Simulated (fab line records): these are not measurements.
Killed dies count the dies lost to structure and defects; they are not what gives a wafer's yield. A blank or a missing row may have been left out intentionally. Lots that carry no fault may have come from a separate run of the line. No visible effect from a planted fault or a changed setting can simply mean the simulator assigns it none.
Code-filled problem report in 8D (eight disciplines) form || flow sky130 || the parts of the form that need people (team, actions taken, sign-off) are left out

1. WHAT IS WRONG
Wafers free of any fault read 932 nm (standard deviation 8.5) for LI_CONTACT_HDPCVD_THK at SKY_LI_CONTACT_THK_MEAS_01, against a mean of 1298 nm on 9 wafers of 3 lots. That puts it +43 standard deviations away from the usual mean.
Seen first at day 33 00:49 on filmMetro-02, wafer L529.4. At this step, 33 wafers from 11 lots have a number in the record. Rule for "out", or "out of limits": more than 4 standard deviations from the usual mean. The other wafers with a number count as sound.

2. WHAT IT IS, WHAT IT ISN'T
{"question": "which readings at this step", "is": "LI_CONTACT_HDPCVD_THK", "is not": "-"}
{"question": "which lots", "is": "L529, L530, L532", "is not": "L515, L516, L519, L520, L521, L522, L525, L536"}
{"question": "which wafers of those lots", "is": "all that have a number", "is not": "-"}
{"question": "read on which gauges", "is": "filmMetro-01, filmMetro-02", "is not": "filmMetro-03"}
{"question": "when", "is": "from day 33 00:49", "is not": "up to then (21 sound wafers); but 3 sound wafers of L536 came after"}

3. SUSPECTS, AND WHAT RULES EACH OUT
Counting: a tool at a process step up to the reading stays a suspect if it ran every lot that is out and no sound lot after the first of them.
- ruled out: the gauge at SKY_LI_CONTACT_THK_MEAS_01. The wafers that are out were read on 2 gauges (filmMetro-01, filmMetro-02).
- hdpcvd-01 at SKY_LI_CONTACT_HDPCVD_00 (deposits PSG, target thk 930 nm, time 155 s): kept. Every lot that is out went through it, starting with L529 (day 33 00:44), and after that it ran no sound lot; the last sound lot it ran before then is L522 (day 31 07:34).
The count leaves hdpcvd-01 at SKY_LI_CONTACT_HDPCVD_00.

4. THE CAUSE (what the simulator had put in)
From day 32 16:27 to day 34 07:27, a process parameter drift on hdpcvd-01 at SKY_LI_CONTACT_HDPCVD_00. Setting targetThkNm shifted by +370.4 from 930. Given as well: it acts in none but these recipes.
This tool alone remained once counting was done.

5. SEQUENCE OF EFFECTS, ordered by route
Rows list readings where the struck wafers' mean (over those with a number) sits beyond 3 standard deviations from the usual. Only readings whose record carries a usual standard deviation are examined. hours: median over the lots of the time between each lot's start at the first step of this table that gives one and its start at this step. sigmas: the change, counted in usual standard deviations.
{"hours": 0, "step": "SKY_LI_CONTACT_THK_MEAS_01", "reading": "LI_CONTACT_HDPCVD_THK", "usual": "932 nm", "on struck wafers": 1298, "change": "+366", "sigmas": "+43"}
{"hours": 0, "step": "SKY_LI_CONTACT_CMP_02", "reading": "timeToEndpointS", "usual": "31.7 s", "on struck wafers": 65.8, "change": "+34.1", "sigmas": "+14"}
Here are the process steps it includes:
- SKY_LI_CONTACT_CMP_02: polishes PSG.

6. WHAT WOULD HAVE CAUGHT IT SOONER
8 hours passed between the start of the fault at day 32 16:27 and the first reading out of limits at a measuring or inspecting step in this record, taken at day 33 00:49.
Of the lots that are out (3), L530, L532 began SKY_LI_CONTACT_HDPCVD_00 on hdpcvd-01 after day 33 00:49. A hold on the tool at that time would have spared those 2.
